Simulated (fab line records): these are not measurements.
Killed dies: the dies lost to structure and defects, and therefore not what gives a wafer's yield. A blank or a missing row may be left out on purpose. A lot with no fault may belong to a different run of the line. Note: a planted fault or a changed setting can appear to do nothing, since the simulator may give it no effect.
Code-filled problem report in 8D (eight disciplines) form    flow gf180mcu    the parts of the form that need people (team, actions taken, sign-off) are left out

== 1. THE ISSUE ==
time_to_endpoint_s at GF_V3_CMP_04 reads a mean of 53 s on 4 wafers of 3 lots; wafers without a fault read 81 s with a standard deviation of 5.2. Measured from the usual mean, that is -5.4 standard deviations.
The step: polishes SiO2.
First seen on wafer L218.3, day 22 19:37, on cmp-02. The record holds 35 wafers of 12 lots with a number at this step. Rule for "out" (also "out of limits"): further than 4 standard deviations from the usual mean. The rest of the wafers with a number are treated as sound.

== 2. WHAT IT IS; WHAT IT IS NOT ==
question                     is                              is not
which readings at this step  time_to_endpoint_s              head_pressure_psi, motor_current_A
which lots                   L218, L219, L220                L214, L215, L216, L229, L232, L233, L234, L235, L236
which wafers of those lots   L218.3, L219.2, L219.3, L220.2  L218.1, L218.4, L219.5, L220.6
read on which tools          cmp-02                          cmp-01
when                         from day 22 19:37               up to then (11 sound wafers); but 20 sound wafers of L219, L220, L229, L232, L233, L234, L235, L236 came after

== 3. WHAT RULES OUT EACH SUSPECT ==
Counting: if a tool at a process step up to the reading ran every lot that is out, it stays a suspect. Sound lots after the first of them don't rule it out here, since some wafers of a struck lot are sound.
- cmp-02 at GF_V3_CMP_04 (polishes SiO2): kept. It ran every lot that is out, first L218 (day 22 19:37); its last sound lot up to then is L216 (day 22 02:10). Its own readings are out on those wafers: time_to_endpoint_s.
After counting, what remains is cmp-02 at GF_V3_CMP_04.

== 4. THE CAUSE (what the simulator had put in) ==
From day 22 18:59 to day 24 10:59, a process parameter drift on cmp-02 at GF_V3_CMP_04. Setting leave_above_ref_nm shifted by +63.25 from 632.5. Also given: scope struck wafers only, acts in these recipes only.
Counting left only this tool.

== 5. SEQUENCE OF EFFECTS, ordered by route ==
Each row: a reading whose mean over the struck wafers that have a number lies more than 3 standard deviations from the usual. Readings are gone through only where the record gives a usual standard deviation; hours: the median, over the lots, of the time from a lot's start at the first step in this table giving one to that lot's start at this step; sigmas: the change measured in usual standard deviations.
hours  step           reading             usual       on struck wafers  change  sigmas
0      GF_V3_CMP_04   time_to_endpoint_s  81 s        53                -28     -5.4
-      GF_V3_ETCH_17  oes_product_au      0.856 a.u.  0.904             +0.048  +11
The process steps in it:
- GF_V3_CMP_04: polishes SiO2.
- GF_V3_ETCH_17: etches SiO2 in C4F8/O2/Ar, stops on TiN, target depth 635 nm.

== 6. WHAT WOULD HAVE CAUGHT IT SOONER ==
In this record the first reading out of limits was taken at day 22 19:37, 1 hour after the fault began at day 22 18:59.
